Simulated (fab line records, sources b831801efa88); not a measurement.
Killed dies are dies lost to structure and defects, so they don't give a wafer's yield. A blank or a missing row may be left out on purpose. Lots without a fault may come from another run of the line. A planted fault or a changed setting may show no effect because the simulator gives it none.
fab line records | flow sky130
record lots=6 wafers=18 last_day=50
route steps=708 shown VIA4@659 METAL5@661 PAD_OPEN@708
lots that met no fault: from a run of the same line without faults
start_h: hours from the record's first day to the start of the lot's first wafer shown | wait_h: hours since the lot's step before | " the same as in the row above | L1.1+2: a row that stands for several wafers | - no value, or no start given | * or withheld: withheld | < > ~ a bound
route shown NAME@n: a module of which the file shows steps, and the number in the route of the first | usual: mean/standard deviation of fault-free wafers | same: alike in all rows | chamber/n: place in a boat | sites: the reading at each site | _std_site: their standard deviation | _edge_site: outer sites' mean less inner sites' | radius_mm: how far each site lies from the wafer's centre | mask NAME#n: copy n | behind: the tool/chamber that last shaped the wafer | hold: why the lot was held/for how many hours/how that ended | device: the transistor (n, p or np) that didn't switch | end of line: the same wafers' tests at the end of the route | a step without rows: its recipe alone | killed: dies lost to structure and defects at the first sort, not the wafer's yield | map: a wafer's dies, x killed, . not, _ none there
set.NAME: the setting as run; set.NAME@STEP: as run at that earlier step | model.NAME: the simulator's own value behind a step, which no gauge read
lots at some steps of the route; a table a step, a row a wafer
services: from which hour (start_h, from the record's first day; less than 0 if before it) a tool's chamber was out of use, for how many hours, and why
## steps
# step SKY_VIA4_THK_MEAS_20
# recipe thk_meas_gauge=xrf reads=W_of_VIA4_CVD_18
# usual VIA4_W_THK=491/7.3
# columns lot.wafer tool chamber start_h wait_h VIA4_W_THK[nm]
L113.1 film_metro-01 - 1011.66 0.1 488
L113.2 " - " " 486
L113.3 " - " " 485
L115.2 film_metro-02 - 1034.44 0.1 484
L115.3 " - " " 481
L115.5 " - " " 481
L125.1 film_metro-01 - 1087.44 0.1 491
L125.3 " - " " 489
L125.6 " - " " 491
L133.2 film_metro-02 - 1127.31 0.1 496
L133.4 " - " " 501
L133.6 " - " " 499
L136.2 film_metro-02 - 1143.30 0.1 493
L136.3 " - " " 488
L136.6 " - " " 497
L135.3 film_metro-02 - 1143.97 0.1 499
L135.5 " - " " 494
L135.6 " - " " 500
# step SKY_VIA4_CMP_21
# recipe stop_on=SiO2 t_overpolish_s=25 down_force_psi=3.5 platen_rpm=60 target_thk_nm=0 pad_velocity_m_s=0.94248
# usual motor_current_A=11.0/0.93 overpolish_run_s=25.000/0.0099 time_to_endpoint_s=121/6.1
# columns lot.wafer tool chamber start_h wait_h motor_current_A overpolish_run_s time_to_endpoint_s
L113.2 cmp-01 3 1011.72 0.0 12.2 24.998 124
L113.3 " 0 " " 10.5 24.978 126
L113.1 " 1 " " 11.6 24.997 119
L115.3 cmp-01 1 1034.49 0.0 11.9 24.999 115
L115.2 " 3 " " 12.0 25.009 125
L115.5 " 2 " " 9.4 24.999 128
L125.1 cmp-02 3 1087.82 0.4 11.6 25.000 108
L125.3 " 1 " " 10.7 24.988 121
L125.6 " 0 " " 10.0 24.996 113
L133.2 cmp-02 3 1127.36 0.0 11.8 25.002 118
L133.4 " 2 " " 11.2 24.971 116
L133.6 " 0 " " 9.9 25.008 122
L136.3 cmp-01 0 1143.40 0.1 10.3 24.991 123
L136.2 " 2 " " 10.5 25.016 128
L136.6 " 0 " " 10.4 24.993 126
L135.3 cmp-01 1 1144.06 0.1 12.1 24.985 115
L135.5 " 0 " " 10.5 24.992 124
L135.6 " 1 " " 12.1 24.995 117
# step SKY_METAL5_SPUTTER_00
# recipe material=Ti target_thk_nm=15 power_w=3000 time_s=10 chamber_pressure_pa=0.4
# step SKY_METAL5_SPUTTER_01
# recipe material=TiN target_thk_nm=20 power_w=6500 time_s=16.7 chamber_pressure_pa=0.4
# usual throttle_valve_pct=29.8/1
# columns lot.wafer tool chamber start_h wait_h throttle_valve_pct
L113.1 pvd_sputter-03 - 1012.05 0.0 30.8
L113.2 " - " " 30.2
L113.3 " - " " 28.5
L115.2 pvd_sputter-04 - 1034.81 0.0 29.5
L115.3 " - " " 31.2
L115.5 " - " " 31.2
L125.1 pvd_sputter-03 - 1088.15 0.0 30.2
L125.3 " - " " 30.6
L125.6 " - " " 28.5
L133.2 pvd_sputter-02 - 1127.68 0.0 29.9
L133.4 " - " " 29.8
L133.6 " - " " 29.7
L136.2 pvd_sputter-04 - 1143.68 0.0 30.9
L136.3 " - " " 31.3
L136.6 " - " " 31.0
L135.3 pvd_sputter-02 - 1144.33 0.0 30.5
L135.5 " - " " 30.7
L135.6 " - " " 29.7
# step SKY_METAL5_SPUTTER_02
# recipe material=AlCu target_thk_nm=1150 power_w=10600 time_s=61.2 chamber_pressure_pa=0.4
# usual throttle_valve_pct=29.8/1
# columns lot.wafer tool chamber start_h wait_h throttle_valve_pct
L113.1 pvd_sputter-03 - 1012.07 0.0 30.7
L113.2 " - " " 30.1
L113.3 " - " " 28.5
L115.2 pvd_sputter-04 - 1034.84 0.0 29.7
L115.3 " - " " 31.4
L115.5 " - " " 31.2
L125.1 pvd_sputter-03 - 1088.17 0.0 30.3
L125.3 " - " " 30.9
L125.6 " - " " 28.7
L133.2 pvd_sputter-02 - 1127.71 0.0 29.7
L133.4 " - " " 29.9
L133.6 " - " " 29.9
L136.2 pvd_sputter-04 - 1143.71 0.0 30.8
L136.3 " - " " 31.2
L136.6 " - " " 30.9
L135.3 pvd_sputter-02 - 1144.36 0.0 30.5
L135.5 " - " " 30.5
L135.6 " - " " 29.7
# step SKY_METAL5_SPUTTER_03
# recipe material=Ti target_thk_nm=5 power_w=3000 time_s=3.3 chamber_pressure_pa=0.4
# usual throttle_valve_pct=29.8/1
# columns lot.wafer tool chamber start_h wait_h throttle_valve_pct
L113.1 pvd_sputter-03 - 1012.12 0.0 31.0
L113.2 " - " " 30.0
L113.3 " - " " 28.8
L115.2 pvd_sputter-04 - 1034.89 0.0 29.9
L115.3 " - " " 31.4
L115.5 " - " " 31.5
L125.1 pvd_sputter-03 - 1088.22 0.0 30.3
L125.3 " - " " 30.5
L125.6 " - " " 28.6
L133.2 pvd_sputter-02 - 1127.76 0.0 29.6
L133.4 " - " " 30.0
L133.6 " - " " 29.8
L136.2 pvd_sputter-04 - 1143.76 0.0 30.8
L136.3 " - " " 31.5
L136.6 " - " " 31.4
L135.3 pvd_sputter-02 - 1144.41 0.0 30.5
L135.5 " - " " 30.5
L135.6 " - " " 29.7
# step SKY_METAL5_SPUTTER_04
# recipe material=TiN target_thk_nm=70 power_w=6500 time_s=58.3 chamber_pressure_pa=0.4
# usual throttle_valve_pct=29.8/1
# columns lot.wafer tool chamber start_h wait_h throttle_valve_pct
L113.1 pvd_sputter-03 - 1012.14 0.0 31.0
L113.2 " - " " 30.0
L113.3 " - " " 28.6
L115.2 pvd_sputter-04 - 1034.91 0.0 29.8
L115.3 " - " " 31.0
L115.5 " - " " 31.3
L125.1 pvd_sputter-03 - 1088.24 0.0 30.2
L125.3 " - " " 30.6
L125.6 " - " " 28.6
L133.2 pvd_sputter-02 - 1127.78 0.0 30.0
L133.4 " - " " 29.6
L133.6 " - " " 29.8
L136.2 pvd_sputter-04 - 1143.78 0.0 30.7
L136.3 " - " " 31.3
L136.6 " - " " 30.9
L135.3 pvd_sputter-02 - 1144.42 0.0 30.3
L135.5 " - " " 30.5
L135.6 " - " " 29.6
# step SKY_METAL5_RS_MEAS_05
# recipe thk_meas_gauge=four-point-probe reads=TiN_of_METAL5_SPUTTER_04+Ti_of_METAL5_SPUTTER_03+AlCu_of_METAL5_SPUTTER_02+TiN_of_METAL5_SPUTTER_01+Ti_of_METAL5_SPUTTER_00
# usual METAL5_ALCU_RS=0.0272/0.00031
# columns lot.wafer tool chamber start_h wait_h METAL5_ALCU_RS[ohm/sq]
L113.1 film_metro-01 - 1012.19 0.0 0.0277
L113.2 " - " " 0.0272
L113.3 " - " " 0.0270
L115.2 film_metro-02 - 1034.98 0.0 0.0272
L115.3 " - " " 0.0275
L115.5 " - " " 0.0272
L125.1 film_metro-02 - 1088.29 0.0 0.0267
L125.3 " - " " 0.0273
L125.6 " - " " 0.0269
L133.2 film_metro-02 - 1127.85 0.0 0.0273
L133.4 " - " " 0.0272
L133.6 " - " " 0.0273
L136.2 film_metro-04 - 1143.86 0.0 0.0273
L136.3 " - " " 0.0273
L136.6 " - " " 0.0275
L135.3 film_metro-02 - 1144.51 0.1 0.0269
L135.5 " - " " 0.0271
L135.6 " - " " 0.0267
# step SKY_METAL5_THK_MEAS_06
# recipe thk_meas_gauge=xrf reads=AlCu_of_METAL5_SPUTTER_02
# usual METAL5_ALCU_THK=1137/14
# columns lot.wafer tool chamber start_h wait_h METAL5_ALCU_THK[nm]
L113.1 film_metro-01 - 1012.31 0.1 1116
L113.2 " - " " 1139
L113.3 " - " " 1147
L115.2 film_metro-02 - 1035.09 0.1 1138
L115.3 " - " " 1124
L115.5 " - " " 1142
L125.1 film_metro-02 - 1088.41 0.1 1157
L125.3 " - " " 1141
L125.6 " - " " 1157
L133.2 film_metro-02 - 1127.96 0.1 1128
L133.4 " - " " 1130
L133.6 " - " " 1140
L136.2 film_metro-04 - 1143.97 0.1 1127
L136.3 " - " " 1130
L136.6 " - " " 1120
L135.3 film_metro-02 - 1144.61 0.1 1149
L135.5 " - " " 1151
L135.6 " - " " 1159
# step SKY_METAL5_DEHYDRATE_07
# recipe temp_c=200 time_s=60
# step SKY_METAL5_HMDS_08
# recipe prime_time_s=60 prime_temp_c=120
# step SKY_METAL5_COAT_09
# recipe resist=NOVOLAK spin_rpm=3000 resist_thk_nm=1800
# step SKY_METAL5_SOFTBAKE_10
# recipe temp_c=90 time_s=60 resist=NOVOLAK
# usual heater_power_total_W=56.60/0.04 plate_temp_C=89.98/0.14
# columns lot.wafer tool chamber start_h wait_h heater_power_total_W plate_temp_C
L113.1 litho_track-02 0 1022.92 0.1 56.63 90.09
L113.2 " 0 " " 56.60 90.17
L113.3 " 0 " " 56.60 90.18
L115.2 litho_track-03 0 1045.64 0.1 56.60 89.91
L115.3 " 0 " " 56.57 90.11
L115.5 " 0 " " 56.60 89.96
L125.1 litho_track-02 0 1098.52 0.1 56.62 90.01
L125.3 " 0 " " 56.57 90.27
L125.6 " 0 " " 56.64 89.94
L133.2 litho_track-03 0 1137.24 0.1 58.07 91.75
L133.4 " 0 " " 58.13 91.67
L133.6 " 0 " " 58.04 91.74
L136.2 litho_track-04 0 1153.34 0.1 56.58 90.12
L136.3 " 0 " " 56.63 89.98
L136.6 " 0 " " 56.61 90.25
L135.3 litho_track-03 0 1153.71 0.1 58.22 91.30
L135.5 " 0 " " 58.20 91.69
L135.6 " 0 " " 58.02 91.54
# step SKY_METAL5_EXPOSE_11
# recipe mask_id=MM5 na=0.6 source_shape=conventional sigma_outer=0.6 polarization=unpolarized target_cd_nm=1600 dose_mj=190
# step SKY_PAD_OPEN_PROBE_99
# usual defect_limited_yield=82.2/1.9 killed_at_M0_to_M3=44/6.8 killed_at_M4_up=3.1/1.8 killed_at_contacts=25/5.2 killed_at_front_end=15/4.1 killed_at_other=0.3/0.62 killed_dies=88/9.4 killed_open=48/7.1 killed_short=40/6.1 sort_bin_3_pad_short=0.9/0.38 sort_bin_5_function=10.5/1.5 sort_bin_6_memory=6.5/1.2 sort_bin_8_speed=0.5/0.95 sort_n_pass=402/10 sort_yield_pct=81.6/2
# same gross_dies=492 killed_at_back_side=0 sort_bin_4_leakage[%]=0
# columns lot.wafer tool chamber start_h wait_h defect_limited_yield[%] killed_at_M0_to_M3 killed_at_M4_up killed_at_contacts killed_at_front_end killed_at_other killed_dies killed_open killed_short sort_bin_3_pad_short[%] sort_bin_5_function[%] sort_bin_6_memory[%] sort_bin_8_speed[%] sort_n_pass sort_yield_pct[%]
L113.1 prober-02 - 1081.93 0.1 80.7 57 1 24 13 0 95 42 53 0.8 11.6 6.9 0.4 395 80.3
L113.2 prober-02 - 1081.98 0.1 79.3 54 5 31 12 0 102 59 43 1.6 11.4 7.7 0 390 79.3
L113.3 prober-02 - 1082.03 0.2 82.9 37 2 25 20 0 84 44 40 0.4 11.0 5.7 0.2 407 82.7
L115.2 prober-02 - 1103.23 0.1 82.3 45 3 23 16 0 87 50 37 1.4 9.8 6.5 0.6 402 81.7
L115.3 prober-02 - 1103.28 0.2 79.3 37 4 40 20 1 102 50 50 1.2 11.8 7.7 2.6 377 76.6
L115.5 prober-02 - 1103.38 0.2 79.7 48 1 33 16 2 100 61 38 1.0 12.0 7.3 1.0 387 78.7
L125.1 prober-01 - 1151.63 0.1 85.6 41 3 16 11 0 71 39 32 0.4 7.5 6.5 0.4 419 85.2
L125.3 prober-01 - 1151.73 0.2 80.3 49 3 29 16 0 97 51 46 0.8 12.0 6.9 0 395 80.3
L125.6 prober-01 - 1151.88 0.2 79.5 50 0 28 23 0 101 54 47 1.2 13.0 6.3 0.2 390 79.3
L133.2 prober-01 - 1185.43 0.1 79.9 57 2 21 19 0 99 45 54 1.0 12.2 6.9 2.6 380 77.2
L133.4 prober-01 - 1185.53 0.2 85.2 29 3 28 11 2 73 48 25 0.8 7.1 6.9 0.4 417 84.8
L133.6 prober-01 - 1185.63 0.2 82.3 42 3 32 10 0 87 52 35 0.4 11.4 5.9 0.6 402 81.7
L135.3 prober-01 - 1198.74 0.2 83.1 45 2 22 14 0 83 44 39 1.0 10.6 5.3 0 409 83.1
L135.5 prober-01 - 1198.84 0.2 83.7 37 2 28 13 0 80 38 41 0.6 8.7 6.9 0.4 410 83.3
L135.6 prober-01 - 1198.89 0.2 81.7 37 3 32 18 0 90 39 50 1.8 10.2 6.3 0.2 401 81.5
# killed by level:class
L113.1 VIA1:geometric_particle:open=13 VIA1:geometric_particle:short=10 CONTACT:geometric_particle:short=9 VIA2:geometric_particle:short=8 CONTACT:geometric_particle:open=7 METAL2:geometric_particle:short=7 POLY_GATE:geometric_particle:open=5 METAL1:geometric_particle:short=5
L113.2 VIA1:geometric_particle:open=19 CONTACT:geometric_particle:open=14 LI_CONTACT:geometric_particle:open=8 METAL2:geometric_particle:short=8 VIA2:geometric_particle:open=7 VIA1:geometric_particle:short=6 METAL4:geometric_particle:short=5 FIELD_ISO:geometric_particle:short=4
L113.3 CONTACT:geometric_particle:open=11 VIA1:geometric_particle:open=8 LI_CONTACT:geometric_particle:open=7 FIELD_ISO:geometric_particle:open=6 VIA1:geometric_particle:short=5 METAL2:geometric_particle:short=5 VIA3:geometric_particle:open=5 CONTACT:geometric_particle:short=4
L115.2 VIA1:geometric_particle:open=13 CONTACT:geometric_particle:open=9 LOCAL_INTERCONNECT:geometric_particle:short=6 VIA2:geometric_particle:open=6 METAL1:geometric_particle:short=5 VIA3:geometric_particle:open=5 FIELD_ISO:geometric_particle:open=4 FIELD_ISO:geometric_particle:short=4
L115.3 CONTACT:geometric_particle:open=14 VIA1:geometric_particle:open=9 LI_CONTACT:geometric_particle:short=7 LI_CONTACT:geometric_particle:open=6 LOCAL_INTERCONNECT:geometric_particle:short=6 CONTACT:geometric_particle:short=6 METAL2:geometric_particle:short=6 VIA3:geometric_particle:open=6
L115.5 VIA1:geometric_particle:open=13 CONTACT:geometric_particle:open=12 LI_CONTACT:geometric_particle:open=8 CONTACT:geometric_particle:short=6 METAL1:geometric_particle:short=6 POLY_GATE:geometric_particle:open=5 VIA3:geometric_particle:open=5 FIELD_ISO:geometric_particle:open=4
L125.1 CONTACT:geometric_particle:open=7 VIA2:geometric_particle:open=7 VIA1:geometric_particle:open=6 METAL3:geometric_particle:short=6 VIA3:geometric_particle:open=5 VIA3:geometric_particle:short=4 FIELD_ISO:geometric_particle:short=3 LI_CONTACT:geometric_particle:open=3
L125.3 VIA1:geometric_particle:open=11 CONTACT:geometric_particle:open=8 METAL1:geometric_particle:short=7 LI_CONTACT:geometric_particle:open=7 VIA2:geometric_particle:open=7 FIELD_ISO:geometric_particle:open=6 CONTACT:geometric_particle:short=6 VIA3:geometric_particle:open=6
L125.6 LI_CONTACT:geometric_particle:open=12 VIA1:geometric_particle:open=12 FIELD_ISO:geometric_particle:short=8 CONTACT:geometric_particle:open=7 METAL3:geometric_particle:short=7 FIELD_ISO:geometric_particle:open=6 METAL1:geometric_particle:short=6 VIA2:geometric_particle:open=6
L133.2 VIA2:geometric_particle:open=10 FIELD_ISO:geometric_particle:short=9 CONTACT:geometric_particle:open=8 METAL2:geometric_particle:short=8 VIA1:geometric_particle:open=7 FIELD_ISO:geometric_particle:open=6 VIA1:geometric_particle:short=6 VIA3:geometric_particle:open=6
L133.4 CONTACT:geometric_particle:open=11 LI_CONTACT:geometric_particle:open=10 VIA1:geometric_particle:open=10 VIA3:geometric_particle:open=5 FIELD_ISO:geometric_particle:open=3 LOCAL_INTERCONNECT:geometric_particle:short=3 VIA2:geometric_particle:open=3 FIELD_ISO:geometric_particle:short=2
L133.6 CONTACT:geometric_particle:open=13 LI_CONTACT:geometric_particle:open=8 VIA1:geometric_particle:open=8 VIA3:geometric_particle:open=7 VIA2:geometric_particle:short=6 CONTACT:geometric_particle:short=5 METAL3:geometric_particle:short=5 VIA2:geometric_particle:open=4
L135.3 CONTACT:geometric_particle:open=7 METAL2:geometric_particle:short=7 FIELD_ISO:geometric_particle:open=6 LI_CONTACT:geometric_particle:open=6 METAL1:geometric_particle:short=6 VIA1:geometric_particle:open=6 VIA3:geometric_particle:open=6 VIA2:geometric_particle:open=6
L135.5 CONTACT:geometric_particle:open=9 METAL1:geometric_particle:short=8 LI_CONTACT:geometric_particle:open=7 CONTACT:geometric_particle:short=6 VIA1:geometric_particle:open=6 VIA2:geometric_particle:open=6 VIA3:geometric_particle:open=5 VIA1:geometric_particle:short=5
L135.6 LOCAL_INTERCONNECT:geometric_particle:short=8 CONTACT:geometric_particle:short=8 METAL2:geometric_particle:short=7 CONTACT:geometric_particle:open=7 VIA2:geometric_particle:open=7 FIELD_ISO:geometric_particle:open=5 VIA1:geometric_particle:open=5 VIA3:geometric_particle:open=5
## services
# columns tool chamber start_h hours kind
cmp-02 - 988.56 3.0 repair
cmp-02 - 994.70 4.9 pm
pvd_sputter-02 - 1011.14 1.2 repair
cmp-02 - 1033.71 0.7 repair
cmp-01 - 1084.99 4.0 pm
cmp-01 - 1088.99 - consumable_replace:conditioner
cmp-01 - 1088.99 - consumable_replace:pad
cmp-02 - 1101.80 5.7 pm
cmp-01 - 1136.04 0.9 repair
cmp-01 - 1147.71 0.6 repair
## key
first_sign step=SKY_METAL5_SOFTBAKE_10 reading=heater_power_total_W direction=up sigmas=38 usual=* struck=*
effect step=SKY_METAL5_SOFTBAKE_10 reading=plate_temp_C direction=up sigmas=12 usual=* struck=*
met_at SKY_METAL5_SOFTBAKE_10
struck_wafers L133.2,L133.4,L133.6,L135.3,L135.5,L135.6
onset_between 1045.64 1137.24
fault kind=process_parameter_drift tool=litho_track-03 chamber=- onset_h=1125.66 steps=SKY_METAL5_SOFTBAKE_10 channel=temp_c offset=* shape=step end_h=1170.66 acts_in=* stated=*
